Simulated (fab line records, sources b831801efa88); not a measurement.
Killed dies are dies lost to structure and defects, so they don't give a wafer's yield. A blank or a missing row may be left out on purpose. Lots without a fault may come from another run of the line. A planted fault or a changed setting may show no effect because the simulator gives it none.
Tool commonality check | flow sky130 | 14 lots, 42 wafers sampled

WHY IT WAS OPENED
At SKY_LDD_HVN_TW_MEAS_10 the reading LDD_HVN_TW is flagged on 2 of 14 lots. Wafers without a fault read 1436, standard deviation 13.
Rule: a lot is flagged when every wafer of it that has a number lies more than 4 standard deviations from that mean, or none has a number. The other lots count as sound.

lot  | measured     | on            | LDD_HVN_TW, wafer by wafer | flag
L602 | day 20 02:32 | film_metro-02 | 1438 1436 1439             |
L604 | day 21 06:23 | film_metro-04 | 1453 1461 1451             |
L606 | day 21 19:43 | film_metro-01 | 1416 1424 1415             |
L607 | day 22 08:44 | film_metro-04 | 1443 1456 1442             |
L609 | day 23 04:49 | film_metro-02 | 1434 1429 1441             |
L612 | day 25 06:42 | film_metro-04 | 1437 1437 1443             |
L611 | day 25 07:16 | film_metro-02 | 1448 1451 1448             |
L615 | day 25 11:43 | film_metro-02 | 30 30 30                   | FLAGGED
L614 | day 25 12:36 | film_metro-01 | 30 30 30                   | FLAGGED
L618 | day 26 08:56 | film_metro-04 | 1447 1440 1446             |
L622 | day 27 10:53 | film_metro-01 | 1421 1424 1420             |
L623 | day 27 21:19 | film_metro-01 | 1423 1410 1424             |
L624 | day 28 04:50 | film_metro-04 | 1453 1457 1459             |
L625 | day 29 06:10 | film_metro-04 | 1440 1443 1440             |
The numbers of the flagged lots are 30 on average: -1406 against the usual, or -99 or more standard deviations.

WHICH TOOL RAN EACH LOT
The record holds 1 process step before the reading, out of a route of 708 steps. In each cell: the tool, then ch and the chambers that the sampled wafers went through, then the start.
lot  | flag    | SKY_LDD_HVN_IMPLANT_08
L602 |         | implanter-01 ch 0, day 20 02:18
L604 |         | implanter-02 ch 0, day 21 06:10
L606 |         | implanter-02 ch 0, day 21 19:28
L607 |         | implanter-04 ch 0, day 22 08:29
L609 |         | implanter-01 ch 0, day 23 04:36
L612 |         | implanter-01 ch 0, day 25 06:27
L611 |         | implanter-04 ch 0, day 25 07:01
L615 | FLAGGED | implanter-01, day 25 11:28
L614 | FLAGGED | implanter-02, day 25 12:22
L618 |         | implanter-02 ch 0, day 26 08:41
L622 |         | implanter-04 ch 0, day 27 10:39
L623 |         | implanter-04 ch 0, day 27 21:05
L624 |         | implanter-02 ch 0, day 28 04:36
L625 |         | implanter-04 ch 0, day 29 05:55
What these steps do:
- SKY_LDD_HVN_IMPLANT_08
- SKY_LDD_HVN_TW_MEAS_10

FLAGGED OVER TOTAL, TOOL BY TOOL (the gauges that took the reading come last)
step                   | tool          | lots run | flagged | share of the flagged lots | sound lots run after its first flagged lot
SKY_LDD_HVN_IMPLANT_08 | implanter-01  | 4        | 1       | some                      | 0
SKY_LDD_HVN_IMPLANT_08 | implanter-02  | 5        | 1       | some                      | 2 (L618,L624)
SKY_LDD_HVN_IMPLANT_08 | implanter-04  | 5        | 0       | none                      | -
SKY_LDD_HVN_TW_MEAS_10 | film_metro-01 | 4        | 1       | some                      | 2 (L622,L623)
SKY_LDD_HVN_TW_MEAS_10 | film_metro-02 | 4        | 1       | some                      | 0
SKY_LDD_HVN_TW_MEAS_10 | film_metro-04 | 6        | 0       | none                      | -

WHAT THE TABLE ALLOWS
No row of the table ran every flagged lot.

WHAT THE SIMULATOR HAD PUT IN
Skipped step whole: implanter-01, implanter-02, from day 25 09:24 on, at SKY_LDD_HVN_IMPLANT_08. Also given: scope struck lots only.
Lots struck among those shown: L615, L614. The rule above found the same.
